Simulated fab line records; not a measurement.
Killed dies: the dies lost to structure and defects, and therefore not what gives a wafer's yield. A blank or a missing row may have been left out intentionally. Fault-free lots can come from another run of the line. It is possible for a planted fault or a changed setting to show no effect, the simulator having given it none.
Which tool was responsible?    flow gf180mcu    39 wafers from 13 lots sampled at 4 of the route's 602 steps

WHAT THE GAUGES SHOWED, per wafer
GF_TOP_METAL_CD_MEAS_14: the cd target is 440 nm. Usual: cd nm at 440.4 nm, with a standard deviation of 2.
lot   measured      on         cd nm (nm)         flag
L487  day 28 06:57  cd sem-01  439.7 440.9 440.8  
L488  day 28 21:54  cd sem-01  439.0 440.7 437.4  
L489  day 29 03:03  cd sem-02  438.8 440.5 443.0  
L490  day 29 09:20  cd sem-01  442.5 439.1 440.9  
L493  day 30 03:14  cd sem-01  437.6 441.8 438.3  
L494  day 30 17:08  cd sem-01  441.9 445.0 444.5  
L500  day 32 06:17  cd sem-01  441.8 441.5 442.5  
L501  day 32 07:35  cd sem-02  443.7 443.7 442.5  
L502  day 32 17:50  cd sem-02  439.9 438.6 439.2  
L504  day 33 00:46  cd sem-01  442.0 441.7 441.1  
L505  day 33 10:26  cd sem-02  441.9 441.6 441.3  
L507  day 33 18:05  cd sem-02  440.2 437.9 438.0  
L508  day 33 22:02  cd sem-02  442.3 440.1 440.8  

TOOL THAT RAN EACH LOT (tool first, then ch and the chambers of the sampled wafers, then the start)
lot   GF_SALICIDE_SPUTTER_02        GF_M5_METAL_ETCH_10                GF_TOP_METAL_SPUTTER_00
L487  pvd sputter-04, day 15 08:39  rie metal-03 ch 0,1, day 26 11:37  pvd sputter-01, day 27 10:48
L488  pvd sputter-01, day 15 18:22  rie metal-03 ch 0,1, day 26 22:06  pvd sputter-02, day 27 21:55
L489  pvd sputter-04, day 16 09:51  rie metal-04 ch 0,1, day 27 11:55  pvd sputter-01, day 28 10:07
L490  pvd sputter-04, day 16 16:06  rie metal-03 ch 0,1, day 27 17:24  pvd sputter-02, day 28 15:31
L493  pvd sputter-04, day 17 15:06  rie metal-01 ch 0,1, day 28 12:42  pvd sputter-01, day 29 07:58
L494  pvd sputter-04, day 17 21:57  rie metal-03 ch 0,1, day 29 00:06  pvd sputter-04, day 29 22:11
L500  pvd sputter-04, day 20 09:10  rie metal-03 ch 0,1, day 30 16:28  pvd sputter-02, day 31 13:09
L501  pvd sputter-01, day 20 14:40  rie metal-04 ch 0, day 30 18:05    pvd sputter-02, day 31 14:56
L502  pvd sputter-02, day 20 23:23  rie metal-03 ch 1, day 31 05:22    pvd sputter-04, day 32 01:40
L504  pvd sputter-04, day 21 13:47  rie metal-04 ch 0, day 31 13:01    pvd sputter-01, day 32 08:28
L505  pvd sputter-04, day 22 00:53  rie metal-01 ch 0,1, day 32 00:09  pvd sputter-02, day 32 19:04
L507  pvd sputter-02, day 22 15:24  rie metal-01 ch 0,1, day 32 07:16  pvd sputter-01, day 33 02:14
L508  pvd sputter-01, day 22 22:27  rie metal-03 ch 0,1, day 32 12:00  pvd sputter-01, day 33 07:07
- GF_SALICIDE_SPUTTER_02: material Co, target thk 10 nm, time 20 s.
- GF_M5_METAL_ETCH_10: etches the open film in Cl2/BCl3, stops on SiO2, target depth 627.5 nm, time 104.6 s.
- GF_TOP_METAL_SPUTTER_00: material Ti, target thk 37.5 nm, time 150 s.

WHAT THE TOOLS THEMSELVES READ (means of the sampled wafers that have a number; where no wafer has one, the mark that the record gives instead)
GF_SALICIDE_SPUTTER_02. Usual: cathode dc power W 1000.0 W, standard deviation 0.2; throttle valve pct 30.0 %, standard deviation 0.73.
lot   tool            cathode dc power W (W)  throttle valve pct (%)  flag
L487  pvd sputter-04  1000.2                  29.9                    
L488  pvd sputter-01  999.9                   30.2                    
L489  pvd sputter-04  999.9                   30.5                    
L490  pvd sputter-04  999.8                   30.7                    
L493  pvd sputter-04  1000.1                  30.0                    
L494  pvd sputter-04  999.8                   30.6                    
L500  pvd sputter-04  1000.1                  29.9                    
L501  pvd sputter-01  1000.3                  30.0                    
L502  pvd sputter-02  1000.0                  29.8                    
L504  pvd sputter-04  1000.0                  29.1                    
L505  pvd sputter-04  1000.0                  30.0                    
L507  pvd sputter-02  1000.3                  29.9                    
L508  pvd sputter-01  999.9                   30.2                    

GF_M5_METAL_ETCH_10. Usual: drypump motor current A 5.7 A, standard deviation 0.34; oes product au 0.974 a.u., standard deviation 0.0063; throttle valve pct 28.249 %, standard deviation 0.0098.
lot   tool          drypump motor current A (A)  oes product au (a.u.)  throttle valve pct (%)  flag
L487  rie metal-03  5.5                          0.977                  28.247                  
L488  rie metal-03  5.5                          0.982                  28.238                  
L489  rie metal-04  5.7                          0.970                  28.248                  
L490  rie metal-03  5.5                          0.971                  28.253                  
L493  rie metal-01  6.1                          0.972                  28.254                  
L494  rie metal-03  5.5                          0.971                  28.253                  
L500  rie metal-03  5.5                          0.978                  28.244                  
L501  rie metal-04  5.8                          0.966                  28.259                  
L502  rie metal-03  5.4                          0.971                  28.235                  
L504  rie metal-04  5.8                          0.970                  28.250                  
L505  rie metal-01  6.1                          0.972                  28.252                  
L507  rie metal-01  5.7                          0.972                  28.249                  
L508  rie metal-03  5.5                          0.972                  28.245                  

GF_TOP_METAL_SPUTTER_00. Usual: cathode dc power W 4000.0 W, standard deviation 0.69; throttle valve pct 29.9 %, standard deviation 0.66.
lot   tool            cathode dc power W (W)  throttle valve pct (%)  flag
L487  pvd sputter-01  3999.3                  30.0                    
L488  pvd sputter-02  3999.5                  30.1                    
L489  pvd sputter-01  3999.7                  30.3                    
L490  pvd sputter-02  4000.4                  30.0                    
L493  pvd sputter-01  3999.5                  29.3                    
L494  pvd sputter-04  4000.6                  30.6                    
L500  pvd sputter-02  3999.7                  29.5                    
L501  pvd sputter-02  4000.1                  29.7                    
L502  pvd sputter-04  4000.7                  30.0                    
L504  pvd sputter-01  4000.2                  29.7                    
L505  pvd sputter-02  3999.9                  30.0                    
L507  pvd sputter-01  3999.6                  29.9                    
L508  pvd sputter-01  4000.5                  29.7                    

THE ANSWER, worked out from the rows above alone
Rule: lot off if the mean of its wafers having a number is beyond 3 standard deviations from the usual mean. A lot without any number at a reading at which 4 lots or more have one is off too. All remaining lots with rows at the step are treated as sound. First the gauges in route order, then the tools' own readings, where a lot's mean is used as printed above. At the first step where some lot is off, the reading lying furthest off is the one used; lots without a number count as furthest.
None of the lots is off at any reading shown; this tells nothing.

WHAT THE SIMULATOR HAD INSERTED
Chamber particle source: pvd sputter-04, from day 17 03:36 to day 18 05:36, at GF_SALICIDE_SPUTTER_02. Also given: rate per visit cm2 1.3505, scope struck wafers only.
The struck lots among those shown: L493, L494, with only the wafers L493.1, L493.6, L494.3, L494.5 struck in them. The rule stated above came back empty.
